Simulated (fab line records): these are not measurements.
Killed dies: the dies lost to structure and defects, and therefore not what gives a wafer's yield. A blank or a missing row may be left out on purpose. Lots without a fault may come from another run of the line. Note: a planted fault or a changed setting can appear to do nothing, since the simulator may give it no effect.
Which tool did it? | flow sfq line | 42 wafers from 14 lots sampled at 5 of the route's 325 steps

== WHAT THE GAUGES SHOWED, per wafer ==
SFQ_M3_RS_MEAS_919: the measuring method here is four-point-probe.
lot  | measured     | on            | M3_NB_RS (ohm/sq)
L638 | day 44 07:09 | film metro-03 | 0.882 0.880 0.883
L639 | day 45 09:57 | film metro-04 | 0.886 0.894 0.886
L640 | day 45 15:59 | film metro-01 | 0.895 0.887 0.886
L641 | day 45 21:58 | film metro-03 | 0.879 0.884 0.878
L643 | day 46 18:19 | film metro-04 | 0.903 0.887 0.890
L644 | day 48 04:30 | film metro-03 | 0.900 0.896 0.900
L645 | day 48 11:41 | film metro-03 | 0.877 0.871 0.889
L646 | day 48 20:11 | film metro-03 | 0.879 0.887 0.891
L651 | day 50 17:55 | film metro-01 | 1.002 1.014 1.001 1.001 1.012 1.002
L653 | day 51 04:44 | film metro-03 | 0.997 1.002 1.005 1.001 1.002 1.004
L655 | day 51 13:19 | film metro-01 | 0.898 0.911 0.904
L658 | day 52 10:46 | film metro-03 | 0.891 0.890 0.891
L660 | day 53 18:02 | film metro-03 | 0.906 0.900 0.891
L661 | day 54 03:38 | film metro-04 | 0.874 0.878 0.882

SFQ_I3_BOW_MEAS_922.
lot  | measured     | on            | I3_BOW (um)
L638 | day 44 14:26 | film metro-03 | -9 5 -2
L639 | day 45 22:02 | film metro-02 | -6 -13 -10
L640 | day 46 06:07 | film metro-04 | 13 2 -3
L641 | day 46 13:58 | film metro-02 | -11 -4 2
L643 | day 47 04:56 | film metro-03 | 16 21 16
L644 | day 48 12:10 | film metro-02 | 22 12 20
L645 | day 48 18:11 | film metro-02 | -5 -8 -8
L646 | day 49 02:53 | film metro-04 | 9 3 5
L651 | day 51 11:25 | film metro-04 | 10 3 -9
L653 | day 51 20:18 | film metro-03 | -8 -6 -13
L655 | day 52 05:17 | film metro-04 | 16 19 -7
L658 | day 52 19:20 | film metro-04 | -10 -12 -13
L660 | day 54 10:50 | film metro-03 | 3 6 -3
L661 | day 59 21:09 | film metro-03 | 11 10 13

== WHAT TOOL EACH LOT RAN ON (gives the tool, then ch and the chambers of the sampled wafers, and finally the start) ==
lot  | SFQ_TRILAYER_I0_VIA_STRIP_STRIP_035 | SFQ_TRILAYER_M3_DEP_SPUTTER_073 | SFQ_TRILAYER_M3_ETCH_METAL_ETCH_078
L638 | rie metal-02 ch 0,1, day 17 16:34   | pvd sputter-05, day 44 07:04    | rie metal-03 ch 0, day 44 09:44
L639 | rie metal-02 ch 1, day 18 15:22     | pvd sputter-05, day 45 09:52    | rie metal-03 ch 0, day 45 12:49
L640 | rie metal-03 ch 0, day 18 19:10     | pvd sputter-05, day 45 15:53    | rie metal-02 ch 0,1, day 45 18:29
L641 | rie metal-03 ch 0, day 19 01:17     | pvd sputter-05, day 45 21:52    | rie metal-03 ch 0,1, day 46 01:05
L643 | rie metal-02 ch 0,1, day 20 06:38   | pvd sputter-06, day 46 18:13    | rie metal-02 ch 0,1, day 46 21:08
L644 | rie metal-02 ch 0,1, day 21 06:38   | pvd sputter-06, day 48 04:25    | rie metal-03 ch 0,1, day 48 07:04
L645 | rie metal-01 ch 1, day 21 15:02     | pvd sputter-04, day 48 11:35    | rie metal-03 ch 0,1, day 48 14:13
L646 | rie metal-02 ch 0,1, day 21 23:26   | pvd sputter-04, day 48 20:06    | rie metal-02 ch 0,1, day 48 22:54
L651 | rie metal-03 ch 0,1, day 23 23:34   | pvd sputter-04, day 50 17:49    | rie metal-03 ch 0,1, day 51 05:05
L653 | rie metal-01 ch 0, day 24 15:29     | pvd sputter-04, day 51 04:37    | rie metal-04 ch 0,1, day 51 14:07
L655 | rie metal-02 ch 0, day 25 10:37     | pvd sputter-06, day 51 13:13    | rie metal-04 ch 0, day 51 19:27
L658 | rie metal-01 ch 0,1, day 26 03:55   | pvd sputter-06, day 52 10:38    | rie metal-02 ch 0,1, day 52 13:18
L660 | rie metal-01 ch 0,1, day 27 05:47   | pvd sputter-06, day 53 17:57    | rie metal-02 ch 0,1, day 53 20:34
L661 | rie metal-01 ch 1, day 27 15:09     | pvd sputter-04, day 54 03:33    | rie metal-02 ch 0,1, day 59 17:10
- SFQ_TRILAYER_I0_VIA_STRIP_STRIP_035: strips in O2.
- SFQ_TRILAYER_M3_DEP_SPUTTER_073: material Nb, target thk 200 nm, time 133.3 s.
- SFQ_TRILAYER_M3_ETCH_METAL_ETCH_078: etches Nb in Cl2/Ar, stops on SiO2, target depth 240 nm, time 120 s.

== AS READ BY THE TOOLS THEMSELVES (means over the sampled wafers that have a number; for cases with no such wafer, the mark the record gives instead) ==
SFQ_TRILAYER_I0_VIA_STRIP_STRIP_035.
lot  | tool         | drypump motor current A (A) | oes product au (a.u.)
L638 | rie metal-02 | 6.1                         | 0.994
L639 | rie metal-02 | 6.4                         | 0.995
L640 | rie metal-03 | 6.0                         | 1.008
L641 | rie metal-03 | 6.0                         | 1.011
L643 | rie metal-02 | 5.9                         | 0.996
L644 | rie metal-02 | 6.1                         | 0.998
L645 | rie metal-01 | 5.5                         | 0.994
L646 | rie metal-02 | 6.1                         | 1.002
L651 | rie metal-03 | 5.5                         | 1.001
L653 | rie metal-01 | 5.8                         | 0.994
L655 | rie metal-02 | 5.6                         | 0.999
L658 | rie metal-01 | 5.7                         | 0.995
L660 | rie metal-01 | 5.7                         | 0.998
L661 | rie metal-01 | 5.5                         | 0.994

SFQ_TRILAYER_M3_DEP_SPUTTER_073.
lot  | tool           | cathode dc power W (W) | substrate temp c (C) | throttle valve pct (%)
L638 | pvd sputter-05 | 2000.1                 | 19.97                | 29.8
L639 | pvd sputter-05 | 1999.8                 | 19.95                | 29.2
L640 | pvd sputter-05 | 2000.1                 | 20.14                | 29.2
L641 | pvd sputter-05 | 2000.1                 | 19.96                | 29.8
L643 | pvd sputter-06 | 1999.9                 | 19.99                | 31.2
L644 | pvd sputter-06 | 2000.2                 | 20.10                | 30.2
L645 | pvd sputter-04 | 1999.9                 | 19.97                | 29.4
L646 | pvd sputter-04 | 1999.8                 | 19.99                | 29.4
L651 | pvd sputter-04 | 1734.9                 | 19.99                | 29.4
L653 | pvd sputter-04 | 1734.9                 | 19.94                | 28.8
L655 | pvd sputter-06 | 2000.2                 | 19.90                | 31.9
L658 | pvd sputter-06 | 1999.9                 | 20.05                | 29.9
L660 | pvd sputter-06 | 1999.9                 | 20.09                | 30.6
L661 | pvd sputter-04 | 2000.1                 | 19.90                | 29.5

SFQ_TRILAYER_M3_ETCH_METAL_ETCH_078.
lot  | tool         | drypump motor current A (A) | oes product au (a.u.)
L638 | rie metal-03 | 6.0                         | 0.900
L639 | rie metal-03 | 6.0                         | 0.893
L640 | rie metal-02 | 6.1                         | 0.894
L641 | rie metal-03 | 5.8                         | 0.899
L643 | rie metal-02 | 6.1                         | 0.884
L644 | rie metal-03 | 5.5                         | 0.886
L645 | rie metal-03 | 5.8                         | 0.901
L646 | rie metal-02 | 5.8                         | 0.897
L651 | rie metal-03 | 5.5                         | 0.830
L653 | rie metal-04 | 6.3                         | 0.833
L655 | rie metal-04 | 6.7                         | 0.887
L658 | rie metal-02 | 5.9                         | 0.896
L660 | rie metal-02 | 5.8                         | 0.887
L661 | rie metal-02 | 6.1                         | 0.901

== THE ANSWER, worked out from the rows above alone ==
Rule: usual is defined by the lots themselves. The widest of any qualifying gaps counts: lots, ordered by their means at a reading, are off when they make up no more than a third of the lots, leave a main group of 4 or more, and stand apart from it by 3 or more times the standard deviation of that group's means. Not used: any main group whose means are identical at the precision the tables above print for the reading. Also off: a lot with no number at a reading for which 4 or more lots have one. Where the step has rows for the other lots, those lots are counted as sound. After the gauges, taken in route order, come the tools' own readings; for these a lot's mean is taken, as printed above. At the first step where some lot is off, the reading lying furthest off is the one used; lots without a number count as furthest.
Off: L651, L653, at SFQ_M3_RS_MEAS_919 (M3_NB_RS). Main group: mean 0.889 ohm/sq, sd 0.0082.
A tool fits if, at a process step before that reading, it ran every lot that is off, and no sound lot after the first of them. Not tried: the gauges at SFQ_M3_RS_MEAS_919; whatever is off there is also off at SFQ_TRILAYER_M3_DEP_SPUTTER_073, on other tools, and gauge error can't account for it. Of those tried, none fits.

== WHAT HAD BEEN PUT IN BY THE SIMULATOR ==
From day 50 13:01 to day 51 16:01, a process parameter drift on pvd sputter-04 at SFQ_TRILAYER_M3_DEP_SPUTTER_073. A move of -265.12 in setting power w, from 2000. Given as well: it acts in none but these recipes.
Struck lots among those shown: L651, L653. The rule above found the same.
